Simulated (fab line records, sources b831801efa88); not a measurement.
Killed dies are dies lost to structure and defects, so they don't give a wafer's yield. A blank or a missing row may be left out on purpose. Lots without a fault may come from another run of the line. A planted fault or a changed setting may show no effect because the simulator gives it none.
fab line records | flow sky130
record lots=7 wafers=21 last_day=50
route steps=708 shown POLY_CUT@314 SD_P@320
lots that met no fault: from a run of the same line without faults
start_h: hours from the record's first day to the start of the lot's first wafer shown | wait_h: hours since the lot's step before | " the same as in the row above | L1.1+2: a row that stands for several wafers | - no value, or no start given | * or withheld: withheld | < > ~ a bound
route shown NAME@n: a module of which the file shows steps, and the number in the route of the first | usual: mean/standard deviation of fault-free wafers | same: alike in all rows | chamber/n: place in a boat | sites: the reading at each site | _std_site: their standard deviation | _edge_site: outer sites' mean less inner sites' | radius_mm: how far each site lies from the wafer's centre | mask NAME#n: copy n | behind: the tool/chamber that last shaped the wafer | hold: why the lot was held/for how many hours/how that ended | device: the transistor (n, p or np) that didn't switch | end of line: the same wafers' tests at the end of the route | a step without rows: its recipe alone | killed: dies lost to structure and defects at the first sort, not the wafer's yield | map: a wafer's dies, x killed, . not, _ none there
set.NAME: the setting as run; set.NAME@STEP: as run at that earlier step | model.NAME: the simulator's own value behind a step, which no gauge read
lots at some steps of the route; a table a step, a row a wafer
services: from which hour (start_h, from the record's first day; less than 0 if before it) a tool's chamber was out of use, for how many hours, and why
## steps
# step SKY_POLY_CUT_DEVELOP_07
# recipe develop_time_s=60 resist=KrF-thick dev_temp_c=21
# step SKY_POLY_CUT_CD_MEAS_08
# recipe target_cd_nm=270
# usual cd_nm=270.1/1.6
# columns lot.wafer tool chamber start_h wait_h cd_nm
L746.4 cd_sem-02 - 591.94 - 271.2
L746.5 " - " " 270.1
L746.6 " - " " 271.0
L751.1 cd_sem-01 - 630.14 - 271.3
L751.2 " - " " 272.1
L751.4 " - " " 271.9
L757.3 cd_sem-01 - 701.95 - 270.5
L757.5 " - " " 268.4
L757.6 " - " " 270.3
L759.2 cd_sem-01 - 702.05 - 270.1
L759.3 " - " " 272.7
L759.4 " - " " 271.6
L762.2 cd_sem-01 - 711.46 - 269.3
L762.3 " - " " 270.4
L762.4 " - " " 271.2
L763.1 cd_sem-01 - 718.21 - 271.1
L763.2 " - " " 271.6
L763.4 " - " " 272.4
L764.1 cd_sem-01 - 727.41 - 270.8
L764.3 " - " " 271.4
L764.6 " - " " 269.8
# step SKY_POLY_CUT_OVL_MEAS_09
# usual POLY_CUT_OVL=0/5.9
# columns lot.wafer tool chamber start_h wait_h POLY_CUT_OVL[nm]
L746.4 overlay-01 - 592.02 0.1 3
L746.5 " - " " 7
L746.6 " - " " -1
L751.1 overlay-01 - 630.26 0.1 7
L751.2 " - " " -1
L751.4 " - " " 0
L757.3 overlay-02 - 702.05 0.1 -5
L757.5 " - " " -4
L757.6 " - " " 0
L759.2 overlay-01 - 702.16 0.1 4
L759.3 " - " " -11
L759.4 " - " " 1
L762.2 overlay-01 - 711.57 0.1 -3
L762.3 " - " " 4
L762.4 " - " " -6
L763.1 overlay-02 - 718.33 0.1 12
L763.2 " - " " -1
L763.4 " - " " -3
L764.1 overlay-01 - 727.53 0.1 -3
L764.3 " - " " -5
L764.6 " - " " 11
# step SKY_POLY_CUT_ETCH_10
# recipe chemistry=N2/H2 target=BARC ion_energy_ev=200 source_w=500 bias_w=100 pressure_mtorr=30 n2_flow_sccm=100 h2_flow_sccm=200 stop_on=SiO2 time_s=45.9 target_depth_a=600
# usual drypump_motor_current_A=5.6/0.48 oes_product_au=0.855/0.0047 throttle_valve_pct=13.225/0.0088
# columns lot.wafer tool chamber start_h wait_h drypump_motor_current_A oes_product_au rf_hours_counter_h throttle_valve_pct
L746.4 rie_diel-01 1 592.04 0.0 5.3 0.858 6 13.217
L746.5 " 3 " " 5.0 0.857 - 13.214
L746.6 " 0 " " 5.5 0.844 - 13.231
L751.1 rie_diel-01 0 630.30 0.0 5.4 0.863 5 13.214
L751.2 " 1 " " 5.3 0.852 7 13.222
L751.4 " 3 " " 4.9 0.864 5 13.224
L757.3 rie_diel-03 3 702.07 0.0 6.0 0.853 38 13.236
L757.5 " 0 " " 5.1 0.858 - 13.236
L757.6 " 1 " " 6.1 0.860 - 13.202
L759.2 rie_diel-01 2 702.19 0.0 6.2 0.855 13 13.226
L759.3 " 3 " " 5.0 0.854 7 13.209
L759.4 " 0 " " 5.5 0.854 6 13.226
L762.2 rie_diel-01 1 711.60 0.0 5.3 0.859 8 13.235
L762.3 " 2 " " 6.2 0.852 14 13.235
L762.4 " 3 " " 4.9 0.851 7 13.216
L763.1 rie_diel-01 1 718.37 0.0 5.3 0.850 8 13.222
L763.2 " 3 " " 4.9 0.862 7 13.224
L763.4 " 2 " " 6.2 0.862 14 13.227
L764.1 rie_diel-03 3 727.57 0.0 6.1 0.851 39 13.224
L764.3 " 1 " " 6.1 0.855 9 13.221
L764.6 " 2 " " 6.2 0.856 - 13.232
# step SKY_POLY_CUT_ETCH_11
# recipe target=Si3N4 chemistry=CF4/CH2F2/Ar stop_on=poly-Si source_w=600 bias_w=150 pressure_mtorr=40 cf4_flow_sccm=40 ch2f2_flow_sccm=20 Ar_flow_sccm=150 time_s=42.5 target_depth_a=600
# usual drypump_motor_current_A=5.6/0.48 oes_product_au=0.830/0.0066 throttle_valve_pct=14.994/0.01
# columns lot.wafer tool chamber start_h wait_h drypump_motor_current_A oes_product_au rf_hours_counter_h throttle_valve_pct
L746.4 rie_diel-01 1 592.08 0.0 5.3 0.826 6 14.989
L746.5 " 3 " " 4.9 0.835 - 14.988
L746.6 " 0 " " 5.4 0.831 - 15.005
L751.1 rie_diel-01 0 630.34 0.0 5.5 0.835 5 15.010
L751.2 " 1 " " 5.3 0.826 7 14.986
L751.4 " 3 " " 4.9 0.826 5 14.985
L757.3 rie_diel-03 3 702.11 0.0 6.1 0.833 38 14.998
L757.5 " 0 " " 5.1 0.820 - 14.993
L757.6 " 1 " " 6.1 0.840 - 14.994
L759.2 rie_diel-01 2 702.23 0.0 6.2 0.839 13 15.002
L759.3 " 3 " " 4.9 0.836 7 14.996
L759.4 " 0 " " 5.5 0.841 6 14.991
L762.2 rie_diel-01 1 711.64 0.0 5.3 0.826 8 14.979
L762.3 " 2 " " 6.2 0.826 14 15.002
L762.4 " 3 " " 4.9 0.831 7 14.991
L763.1 rie_diel-01 1 718.41 0.0 5.3 0.835 8 14.993
L763.2 " 3 " " 4.9 0.830 7 15.001
L763.4 " 2 " " 6.2 0.831 14 14.985
L764.1 rie_diel-03 3 727.61 0.0 6.1 0.841 39 15.013
L764.3 " 1 " " 6.1 0.837 9 14.982
L764.6 " 2 " " 6.1 0.833 - 14.981
# step SKY_POLY_CUT_STRIP_12
# recipe chemistry=O2/N2 power_w=1400 pressure_mtorr=1500 platen_temp_c=withheld o2_flow_sccm=3000 n2_flow_sccm=300 overash_fraction=0.5
# usual drypump_motor_current_A=5.6/0.31 oes_product_au=0.452/0.0046 strip_time_to_endpoint_s=5.355/0.019
# columns lot.wafer tool chamber start_h wait_h drypump_motor_current_A oes_product_au rf_hours_counter_h strip_time_to_endpoint_s
L746.4 plasma_asher-04 0 592.16 0.1 6.0 0.457 - 5.369
L746.5 " 0 " " 6.1 0.455 - 5.352
L746.6 " 1 " " 5.4 0.462 - 5.353
L751.1 plasma_asher-04 1 630.38 0.0 5.4 0.451 89 5.378
L751.2 " 0 " " 6.0 0.451 89 5.373
L751.4 " 0 " " 6.1 0.452 - 5.372
L757.3 plasma_asher-03 1 702.19 0.1 5.7 0.453 - 5.349
L757.5 " 1 " " 5.7 0.463 - 5.354
L757.6 " 0 " " 5.7 0.457 - 5.356
L759.2 plasma_asher-01 0 702.27 0.0 5.9 0.450 58 5.335
L759.3 " 0 " " 5.9 0.453 - 5.334
L759.4 " 1 " " 5.2 0.454 - 5.355
L762.2 plasma_asher-01 1 711.68 0.0 5.2 0.452 59 5.339
L762.3 " 1 " " 5.2 0.456 - 5.343
L762.4 " 0 " " 5.9 0.455 - 5.346
L763.1 plasma_asher-03 0 718.45 0.0 5.7 0.451 87 5.348
L763.2 " 1 " " 5.7 0.455 87 5.335
L763.4 " 0 " " 5.7 0.445 - 5.348
L764.1 plasma_asher-01 0 727.65 0.0 5.9 0.459 60 5.332
L764.3 " 1 " " 5.2 0.452 - 5.372
L764.6 " 0 " " 5.9 0.444 - 5.365
# step SKY_SD_P_DEHYDRATE_00
# recipe temp_c=200 time_s=60
# step SKY_SD_P_HMDS_01
# recipe prime_time_s=60 prime_temp_c=120
# step SKY_SD_P_COAT_02
# recipe resist=NOVOLAK spin_rpm=3000 resist_thk_nm=1140
# step SKY_SD_P_SOFTBAKE_03
# recipe temp_c=90 time_s=60 resist=NOVOLAK
# step SKY_SD_P_EXPOSE_04
# recipe mask_id=PSDM na=0.6 source_shape=conventional sigma_outer=0.6 polarization=unpolarized target_cd_nm=380 dose_mj=138
# step SKY_SD_P_PEB_05
# recipe temp_c=withheld time_s=* resist=NOVOLAK
# step SKY_SD_P_DEVELOP_06
# recipe resist=NOVOLAK developer=TMAH develop_time_s=60 dev_temp_c=23
# columns lot.wafer tool chamber start_h wait_h
L746.4+5+6 litho_track-04 0 621.03 0.1
L751.1+2+4 litho_track-03 0 659.04 0.1
L757.3+5+6 litho_track-03 0 729.84 0.1
L759.2+3+4 litho_track-03 0 730.12 0.1
L762.2+3+4 litho_track-03 0 739.27 0.1
L763.1+2+4 litho_track-02 0 745.46 0.1
L764.1+3+6 litho_track-02 0 755.06 0.1
# step SKY_SD_P_CD_MEAS_07
# recipe target_cd_nm=380
# usual cd_nm=379.0/2.9
# columns lot.wafer tool chamber start_h wait_h cd_nm
L746.4 cd_sem-02 - 621.17 0.1 378.9
L746.5 " - " " 376.6
L746.6 " - " " 378.3
L751.1 cd_sem-02 - 659.19 0.1 375.8
L751.2 " - " " 375.7
L751.4 " - " " 379.1
L757.3 cd_sem-01 - 729.98 0.1 295.0
L757.5 " - " " 292.3
L757.6 " - " " 291.4
L759.2 cd_sem-01 - 730.26 0.1 289.2
L759.3 " - " " 289.6
L759.4 " - " " 285.7
L762.2 cd_sem-01 - 739.57 0.3 289.3
L762.3 " - " " 289.6
L762.4 " - " " 290.1
L763.1 cd_sem-01 - 745.63 0.1 376.1
L763.2 " - " " 373.6
L763.4 " - " " 375.1
L764.1 cd_sem-02 - 757.33 2.2 373.6
L764.3 " - " " 375.8
L764.6 " - " " 375.6
# step SKY_SD_P_OVL_MEAS_08
# usual SD_P_OVL=-0.1/1.4
# columns lot.wafer tool chamber start_h wait_h SD_P_OVL[nm]
L746.4 overlay-02 - 621.25 0.1 1.7
L746.5 " - " " 0.3
L746.6 " - " " -0.5
L751.1 overlay-01 - 659.31 0.1 1.3
L751.2 " - " " -0.3
L751.4 " - " " 1.0
L757.3 overlay-01 - 730.08 0.1 1.1
L757.5 " - " " 1.0
L757.6 " - " " 0.8
L759.2 overlay-02 - 730.37 0.1 0.7
L759.3 " - " " -2.1
L759.4 " - " " 2.1
L762.2 overlay-01 - 739.68 0.1 -0.2
L762.3 " - " " -0.3
L762.4 " - " " -0.1
L763.1 overlay-01 - 745.75 0.1 0.9
L763.2 " - " " -0.6
L763.4 " - " " 0.4
L764.1 overlay-02 - 757.45 0.1 0.5
L764.3 " - " " 0.9
L764.6 " - " " 0.5
## services
# columns tool chamber start_h hours kind
rie_diel-01 1 585.24 5.4 repair
plasma_asher-04 - 613.78 2.4 repair
plasma_asher-03 - 620.85 22.9 repair
plasma_asher-03 - 688.47 2.8 pm
rie_diel-01 3 721.78 2.0 repair
plasma_asher-04 - 733.75 9.0 pm
plasma_asher-04 0 733.75 9.0 vent_cycle
plasma_asher-04 1 733.75 9.0 vent_cycle
rie_diel-03 2 740.18 - clean
rie_diel-03 2 740.18 21.0 scheduled_down
rie_diel-03 2 740.18 21.0 vent_cycle
plasma_asher-04 0 742.75 - clean
plasma_asher-04 1 742.75 - clean
## key
first_sign step=SKY_SD_P_CD_MEAS_07 reading=cd_nm direction=down sigmas=31 usual=379.0 struck=290.2
effect none on later readings
met_at SKY_SD_P_DEVELOP_06
struck_wafers L757.3,L757.5,L757.6,L759.2,L759.3,L759.4,L762.2,L762.3,L762.4
sort_left_out L757.3,L757.5,L757.6
tester_left_out L757,L759,L762
fault kind=process_parameter_drift tool=litho_track-03 chamber=- onset_h=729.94 steps=SKY_SD_P_DEVELOP_06 channel=develop_time_s offset=* shape=step end_h=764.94 acts_in=* stated=*
# tester_left_out: of these lots the tester's yield and bins aren't shown, on N5 and GAA mostly nor the transistor test; their killed dies are dies lost to structure and defects alone, not to doping, threshold or leakage, so they don't give the yield
# sort_left_out: the simulated sort isn't trusted on such a fault, so these wafers' sort isn't shown, and their yield isn't known
